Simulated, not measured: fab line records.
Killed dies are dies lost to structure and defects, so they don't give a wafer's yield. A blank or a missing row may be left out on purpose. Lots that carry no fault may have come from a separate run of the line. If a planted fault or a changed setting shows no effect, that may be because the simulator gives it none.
fab line records	flow sky130
record: lots: 15	wafers: 42	last-day: 50
route steps=708 shown RES_XHIGH@340 SD_N@350 LI_CONTACT@382 CONTACT@408
lots with no fault: from the same line, run without faults
start-h: hours from the record's opening day to when the first of the lot's shown wafers began	wait-h: hours elapsed since this lot's preceding step	" as in the row above	L1.1+2: several wafers, shown together as one row	- no value, or no start given	* or withheld: withheld	< > ~ a bound
route shown NAME@n: names a module that has steps shown in the file, with the first one's number in the route	usual: mean and standard deviation over wafers with no fault	same: alike in all rows	chamber/n: place in a boat	sites: the reading at each site	_std_site: the standard deviation of these	_edge_site: outer sites' mean less inner sites'	radius-mm: for every site, how far away it sits from the centre of the wafer	mask NAME#n: copy n	behind: the tool/chamber that last shaped the wafer	hold: cause of the lot's hold/its duration in hours/its outcome	device: whichever transistor did not switch (one of n, p or np)	end of line: the same wafers' tests at the end of the route	a step without rows: its recipe alone	killed: at the first sort, the dies lost to defects and structure; wafer yield is something else	map: the dies of a wafer, with x for killed, . for not killed, _ for no die there
set.NAME: the run value of the setting; set.NAME@STEP: its run value at that earlier step	model.NAME: the simulator's own value behind a step, which no gauge read
route steps across a sampled set of lots; one table per step, one row per wafer
services: from which hour (start-h, from the record's first day; less than 0 if before it) a tool's chamber was out of use, for how many hours, and why
== steps ==
step: SKY_RES_XHIGH_STRIP_08
recipe: chemistry: O2/N2	power-w: 1400	pressure-mtorr: 1500	platen-temp-c: withheld	o2-flow-sccm: 3000	n2-flow-sccm: 300	overash-fraction: 0.5
usual: drypump-motor-current-A: 5.6/0.4	oes-product-au: 0.711/0.0044	strip-time-to-endpoint-s: 14.26/0.044
same: overash-fraction: 0.5
lot.wafer	tool	chamber	start-h	wait-h	drypump-motor-current-A	oes-product-au	rf-hours-counter-h	strip-time-to-endpoint-s
L963.1	plasma-asher-04	0	615.45	0.1	6.1	0.705	77	14.39
L963.2	"	1	"	"	5.7	0.715	77	14.36
L963.3	"	0	"	"	6.1	0.701	-	14.33
L964.3	plasma-asher-04	0	619.82	0.1	6.1	0.709	-	14.32
L964.5	"	0	"	"	6.1	0.705	-	14.28
L964.6	"	1	"	"	5.7	0.715	-	14.20
L965.1	plasma-asher-03	0	642.14	0.1	5.4	0.711	54	14.25
L965.2	"	1	"	"	5.0	0.709	54	14.24
L965.6	"	1	"	"	4.9	0.713	-	14.28
L966.2	plasma-asher-03	0	646.04	0.1	5.5	0.710	54	14.20
L966.4	"	1	"	"	5.0	0.714	-	14.21
L966.6	"	1	"	"	4.9	0.715	-	14.21
L969.1	plasma-asher-03	0	680.57	0.1	5.4	0.715	59	14.26
L969.3	"	1	"	"	4.9	0.712	-	14.28
L969.6	"	0	"	"	5.4	0.708	-	14.23
L968.2	plasma-asher-04	1	681.54	0.1	5.7	0.712	80	14.29
L968.5	"	0	"	"	6.1	0.716	-	14.30
L971.1	plasma-asher-04	1	685.42	0.1	5.7	0.709	81	14.26
L971.2	"	0	"	"	6.1	0.709	81	14.23
L972.5	plasma-asher-04	0	692.59	0.1	6.1	0.713	-	14.23
L972.6	"	1	"	"	5.7	0.713	-	14.25
L980.1	plasma-asher-02	1	754.29	0.1	5.2	0.710	1	14.25
L980.5	"	0	"	"	5.6	0.715	-	14.25
L980.6	"	1	"	"	5.2	0.713	-	14.25
L981.1	plasma-asher-04	1	760.26	0.1	5.7	0.713	88	14.28
L981.3	"	1	"	"	5.7	0.702	-	14.22
L981.4	"	0	"	"	6.1	0.713	-	14.22
L982.3	plasma-asher-04	1	768.58	0.1	5.6	0.710	-	14.24
L982.4	"	0	"	"	6.2	0.705	-	14.30
L982.6	"	1	"	"	5.7	0.714	-	14.33
L983.3	plasma-asher-03	1	773.82	0.1	5.0	0.716	-	14.25
L983.4	"	0	"	"	5.4	0.702	-	14.22
L983.6	"	0	"	"	5.4	0.712	-	14.25
L984.1	plasma-asher-02	0	777.07	0.1	5.7	0.712	4	14.26
L984.5	"	0	"	"	5.6	0.715	-	14.30
L984.6	"	1	"	"	5.1	0.715	-	14.29
L985.1	plasma-asher-04	1	785.25	0.1	5.6	0.715	91	14.22
L985.2	"	0	"	"	6.1	0.708	91	14.27
L985.5	"	1	"	"	5.6	0.712	-	14.24
L986.1	plasma-asher-02	1	792.37	0.1	5.1	0.712	5	14.20
L986.4	"	0	"	"	5.6	0.716	-	14.27
L986.5	"	0	"	"	5.6	0.706	-	14.21
step: SKY_SD_N_OVL_MEAS_08
usual: SD_N_OVL: -0.3/1.4
lot.wafer	tool	chamber	start-h	wait-h	SD_N_OVL[nm]
L963.1	overlay-01	-	644.46	0.1	-1.3
L963.2	"	-	"	"	-0.1
L963.3	"	-	"	"	-2.6
L964.3	overlay-02	-	648.97	0.1	0.7
L964.5	"	-	"	"	0.4
L964.6	"	-	"	"	-0.3
L965.1	overlay-01	-	671.26	0.1	-2.0
L965.2	"	-	"	"	-2.0
L965.6	"	-	"	"	-2.7
L966.2	overlay-02	-	673.97	0.1	-1.8
L966.4	"	-	"	"	-0.1
L966.6	"	-	"	"	-2.1
L969.1	overlay-01	-	708.69	0.1	-0.8
L969.3	"	-	"	"	-1.4
L969.6	"	-	"	"	1.6
L968.2	overlay-02	-	710.20	0.1	-0.4
L968.5	"	-	"	"	-0.1
L971.1	overlay-01	-	713.51	0.1	-2.0
L971.2	"	-	"	"	-4.3
L972.5	overlay-01	-	719.51	0.0	0.6
L972.6	"	-	"	"	0.3
L980.1	overlay-02	-	779.49	0.1	-2.1
L980.5	"	-	"	"	-0.9
L980.6	"	-	"	"	-2.7
L981.1	overlay-01	-	787.41	0.1	0.3
L981.3	"	-	"	"	-1.2
L981.4	"	-	"	"	-0.2
L982.3	overlay-01	-	795.62	0.1	-0.5
L982.4	"	-	"	"	-1.3
L982.6	"	-	"	"	-1.6
L983.3	overlay-01	-	799.72	0.1	0.0
L983.4	"	-	"	"	-0.3
L983.6	"	-	"	"	-0.5
L984.1	overlay-01	-	803.71	0.1	0.9
L984.5	"	-	"	"	-0.5
L984.6	"	-	"	"	1.0
L985.1	overlay-01	-	811.46	0.1	-0.4
L985.2	"	-	"	"	0.7
L985.5	"	-	"	"	-1.3
L986.1	overlay-02	-	818.71	0.1	0.1
L986.4	"	-	"	"	1.6
L986.5	"	-	"	"	-0.7
step: SKY_LI_CONTACT_SPUTTER_20
recipe: material: TiN	target-thk-nm: 20	chamber-pressure-pa: 5	power-w: 4000	time-s: 80
usual: throttle-valve-pct: 30.3/0.64
lot.wafer	tool	chamber	start-h	wait-h	throttle-valve-pct
L963.1	pvd-sputter-01	-	674.59	0.0	29.7
L963.2	"	-	"	"	29.2
L963.3	"	-	"	"	30.8
L964.3	pvd-sputter-03	-	680.29	0.0	30.1
L964.5	"	-	"	"	30.5
L964.6	"	-	"	"	30.6
L965.1	pvd-sputter-01	-	701.00	0.0	29.8
L965.2	"	-	"	"	30.5
L965.6	"	-	"	"	30.4
L966.2	pvd-sputter-03	-	704.07	0.0	30.4
L966.4	"	-	"	"	30.9
L966.6	"	-	"	"	30.2
L969.1	pvd-sputter-01	-	738.52	0.0	29.1
L969.3	"	-	"	"	31.0
L969.6	"	-	"	"	29.7
L968.2	pvd-sputter-01	-	739.74	0.0	28.9
L968.5	"	-	"	"	30.6
L971.1	pvd-sputter-03	-	743.07	0.0	30.1
L971.2	"	-	"	"	30.7
L972.5	pvd-sputter-03	-	748.62	0.0	30.5
L972.6	"	-	"	"	30.2
L980.1	pvd-sputter-04	-	808.50	0.0	31.0
L980.5	"	-	"	"	30.7
L980.6	"	-	"	"	29.8
L981.1	pvd-sputter-03	-	817.00	0.0	30.4
L981.3	"	-	"	"	30.8
L981.4	"	-	"	"	30.8
L982.3	pvd-sputter-01	-	825.19	0.0	30.6
L982.4	"	-	"	"	28.8
L982.6	"	-	"	"	30.6
L983.3	pvd-sputter-04	-	828.14	0.0	29.9
L983.4	"	-	"	"	29.7
L983.6	"	-	"	"	29.7
L984.1	pvd-sputter-03	-	832.80	0.0	30.6
L984.5	"	-	"	"	30.5
L984.6	"	-	"	"	30.8
L985.1	pvd-sputter-04	-	840.55	0.0	29.6
L985.2	"	-	"	"	31.0
L985.5	"	-	"	"	29.7
L986.1	pvd-sputter-03	-	847.53	0.0	30.1
L986.4	"	-	"	"	30.7
L986.5	"	-	"	"	30.7
step: SKY_CONTACT_HDPCVD_02
recipe: material: SiO2	target-thk-nm: 565	sigma-open-frac: 0.3	time-s: 94.2	temp-c: 600	sih4-flow-sccm: 60	pressure-mtorr: 6
lot.wafer	tool	chamber	start-h	wait-h
L963.1+2+3	hdpcvd-01	1,0,2	704.09	0.1
L964.3+5+6	hdpcvd-02	2,2,1	710.30	0.0
L965.1+2+6	hdpcvd-01	0,2,2	729.74	0.1
L966.2+4+6	hdpcvd-02	0,2,1	733.12	0.0
L969.1+3+6	hdpcvd-01	2,0,2	767.49	0.1
L968.2+5	hdpcvd-01	0	768.79	0.0
L971.1+2	hdpcvd-01	2,1	772.19	0.1
L972.5+6	hdpcvd-01	1,0	777.15	0.0
L980.1+5+6	hdpcvd-01	0,0,2	837.29	0.1
L981.1+3+4	hdpcvd-02	1,0,2	845.86	0.1
L982.3+4+6	hdpcvd-01	2,0,1	853.23	0.0
L983.3+4+6	hdpcvd-01	1,1,0	856.45	0.0
L984.1+5+6	hdpcvd-02	0,0,1	860.48	0.1
L985.1+2+5	hdpcvd-01	0,1,1	868.37	0.1
L986.1+4+5	hdpcvd-02	2,0,2	875.97	0.1
step: SKY_CONTACT_THK_MEAS_03
recipe: reads: SiO2_of_CONTACT_HDPCVD_02
usual: CONTACT_HDPCVD_THK: 564/5.1
lot.wafer	tool	chamber	start-h	wait-h	CONTACT_HDPCVD_THK[nm]
L963.1	film-metro-01	-	704.16	0.0	572
L963.2	"	-	"	"	564
L963.3	"	-	"	"	570
L964.3	film-metro-02	-	710.39	0.1	564
L964.5	"	-	"	"	562
L964.6	"	-	"	"	561
L965.1	film-metro-01	-	729.85	0.1	571
L965.2	"	-	"	"	564
L965.6	"	-	"	"	567
L966.2	film-metro-02	-	733.20	0.0	554
L966.4	"	-	"	"	556
L966.6	"	-	"	"	564
L969.1	film-metro-04	-	767.56	0.0	559
L969.3	"	-	"	"	560
L969.6	"	-	"	"	564
L968.2	film-metro-01	-	768.87	0.0	424
L968.5	"	-	"	"	424
L971.1	film-metro-02	-	772.26	0.0	570
L971.2	"	-	"	"	425
L972.5	film-metro-01	-	777.23	0.0	417
L972.6	"	-	"	"	562
L980.1	film-metro-01	-	837.36	0.0	573
L980.5	"	-	"	"	565
L980.6	"	-	"	"	570
L981.1	film-metro-04	-	845.93	0.0	557
L981.3	"	-	"	"	557
L981.4	"	-	"	"	558
L982.3	film-metro-02	-	853.32	0.1	560
L982.4	"	-	"	"	566
L982.6	"	-	"	"	568
L983.3	film-metro-01	-	856.54	0.1	570
L983.4	"	-	"	"	562
L983.6	"	-	"	"	562
L984.1	film-metro-02	-	860.55	0.0	560
L984.5	"	-	"	"	564
L984.6	"	-	"	"	562
L985.1	film-metro-02	-	868.44	0.0	562
L985.2	"	-	"	"	573
L985.5	"	-	"	"	571
L986.1	film-metro-01	-	876.04	0.0	565
L986.4	"	-	"	"	560
L986.5	"	-	"	"	559
step: SKY_CONTACT_CMP_04
recipe: material: SiO2	down-force-psi: 4	platen-rpm: 60	pad-velocity-m-s: 0.94248
usual: motor-current-A: 12.1/0.91	time-to-endpoint-s: 81/3.9
lot.wafer	tool	chamber	start-h	wait-h	motor-current-A	time-to-endpoint-s
L963.2	cmp-02	1	704.22	0.0	12.7	83
L963.3	"	2	"	"	12.1	85
L963.1	"	3	"	"	11.7	82
L964.3	cmp-02	2	710.48	0.1	13.0	85
L964.6	"	1	"	"	12.4	81
L964.5	"	2	"	"	12.7	88
L965.2	cmp-02	1	729.91	0.0	12.1	82
L965.1	"	3	"	"	11.9	83
L965.6	"	2	"	"	11.9	84
L966.2	cmp-01	2	733.35	0.1	13.3	79
L966.4	"	3	"	"	10.0	81
L966.6	"	0	"	"	12.5	86
L969.1	cmp-02	3	767.67	0.1	11.6	78
L969.3	"	1	"	"	12.9	76
L969.6	"	3	"	"	11.4	78
L968.2	cmp-02	1	769.02	0.1	12.4	37
L968.5	"	3	"	"	11.5	35
L971.1	cmp-01	1	772.37	0.1	11.4	82
L971.2	"	3	"	"	10.5	29
L972.6	cmp-02	3	777.45	0.2	11.9	83
L972.5	"	0	"	"	13.2	32
L980.1	cmp-01	2	837.57	0.2	12.2	79
L980.6	"	3	"	"	10.4	82
L980.5	"	0	"	"	12.4	77
L981.3	cmp-01	1	846.04	0.1	10.5	73
L981.4	"	2	"	"	13.2	75
L981.1	"	3	"	"	10.1	75
L982.3	cmp-02	1	853.56	0.2	12.7	82
L982.4	"	3	"	"	11.7	84
L982.6	"	1	"	"	12.4	86
L983.4	cmp-02	2	856.58	0.0	12.8	86
L983.3	"	0	"	"	13.2	86
L983.6	"	2	"	"	12.6	83
L984.1	cmp-02	3	860.61	0.1	11.8	79
L984.5	"	3	"	"	11.3	81
L984.6	"	0	"	"	12.5	85
L985.2	cmp-02	3	868.60	0.1	11.9	85
L985.1	"	0	"	"	13.2	83
L985.5	"	2	"	"	12.0	86
L986.1	cmp-02	2	876.15	0.1	12.5	81
L986.4	"	0	"	"	12.9	82
L986.5	"	1	"	"	12.6	76
== services ==
tool	chamber	start-h	hours	kind
cmp-01	-	613.42	4.4	repair
pvd-sputter-01	-	628.11	0.7	repair
plasma-asher-04	-	640.62	2.1	repair
cmp-01	-	641.96	0.2	repair
plasma-asher-04	-	642.76	28.1	pm
cmp-02	-	649.71	0.8	repair
hdpcvd-02	-	650.75	15.0	pm
hdpcvd-02	-	657.85	28.9	repair
plasma-asher-04	-	698.60	1.9	repair
cmp-02	-	701.28	0.3	repair
pvd-sputter-03	-	705.14	1.5	repair
hdpcvd-01	2	714.56	4.2	repair
hdpcvd-01	1	717.01	17.2	repair
pvd-sputter-03	-	736.49	4.8	repair
plasma-asher-04	-	739.16	1.3	repair
cmp-02	-	743.57	1.6	repair
plasma-asher-03	-	756.18	14.6	pm
hdpcvd-01	2	757.73	1.9	repair
cmp-02	-	786.64	30.2	repair
cmp-02	-	804.44	1.9	repair
cmp-02	-	815.79	3.2	repair
plasma-asher-04	-	817.59	1.6	repair
pvd-sputter-01	-	818.68	1.0	repair
plasma-asher-04	-	839.36	3.5	repair
== key ==
first-sign: step: SKY_CONTACT_THK_MEAS_03	reading: CONTACT_HDPCVD_THK	direction: down	sigmas: 28	usual: 564	struck: 423
effect: step: SKY_CONTACT_CMP_04	reading: time-to-endpoint-s	direction: down	sigmas: 12	usual: *	struck: *
met-at SKY_CONTACT_HDPCVD_02
struck-lots L968,L971,L972
struck-wafers L968.2,L968.5,L971.2,L972.5
sort-left-out L968.2,L968.5,L971.2,L972.5
tester-left-out L968,L971,L972
not-acting-at SKY_RES_XHIGH_STRIP_08,SKY_SD_N_OVL_MEAS_08,SKY_LI_CONTACT_SPUTTER_20
onset-between 767.49 768.79
fault: kind: process-parameter-drift	tool: hdpcvd-01	chamber: -	onset-h: 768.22	steps: SKY_CONTACT_HDPCVD_02	channel: target-thk-nm	offset: -141.49	shape: step	end-h: 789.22	scope: struck-wafers-only	acts-in: these-recipes-only	stated: 565
tester-left-out: of these lots the tester's yield and bins aren't shown, on N5 and GAA mostly nor the transistor test; their killed dies are dies lost to structure and defects alone, not to doping, threshold or leakage, so they don't give the yield
sort-left-out: the simulated sort isn't trusted on such a fault, so these wafers' sort isn't shown, and their yield isn't known
